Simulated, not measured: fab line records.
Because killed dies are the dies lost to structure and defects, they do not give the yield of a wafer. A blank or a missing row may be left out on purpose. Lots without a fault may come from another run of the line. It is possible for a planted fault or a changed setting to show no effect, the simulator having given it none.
Matching of chambers + flow gf180mcu + pecvd-03 running GF_PASSIVATION_CVD_02: 3 sister chambers
The step deposits Si3N4, target thk 700 nm, time 486.18 s. 3 wafers are shown with their chamber, then 7 later ones without.

== WAFERS WITH THEIR CHAMBER ==
| wafer  | chamber | heater power w (W) |
|--------|---------|--------------------|
| L083.5 | 0       | 493                |
| L085.1 | 2       | 659                |
| L085.4 | 1       | 512                |

== WAFERS WITH NO CHAMBER GIVEN ==
| wafer  | heater power w (W) |
|--------|--------------------|
| L085.6 | 683                |
| L091.4 | 673                |
| L091.5 | 553                |
| L091.6 | 537                |
| L092.1 | 495                |
| L092.2 | 500                |
| L092.5 | 558                |

== CHAMBER TAKEN BY EACH ==
| wafer  | from the rows above     | in truth |
|--------|-------------------------|----------|
| L085.6 | 2                       | 2        |
| L091.4 | 2                       | 2        |
| L091.5 | can't be placed: 1 or 0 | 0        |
| L091.6 | can't be placed: 1 or 0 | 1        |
| L092.1 | can't be placed: 0 or 1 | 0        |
| L092.2 | can't be placed: 0 or 1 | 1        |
| L092.5 | can't be placed: 1 or 0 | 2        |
Correctly placed: 2 of 7. Not placeable from these rows: 5 (in 4, the candidates include the true chamber). Number placed wrongly: 0.
How it was worked out, from the rows above alone: a wafer's distance from a chamber is the root of the sum, over the readings, of the square of ((its reading less the chamber's mean) divided by the reading's scatter). The wafer belongs to the nearest chamber; if the next one is less than 2 further off, it can't be placed. For every chamber, the mean is computed from those of its wafers that are shown. The scatter: with one shown wafer a chamber, the root of the mean of the squares of how far each hidden wafer lies from its nearest shown one.
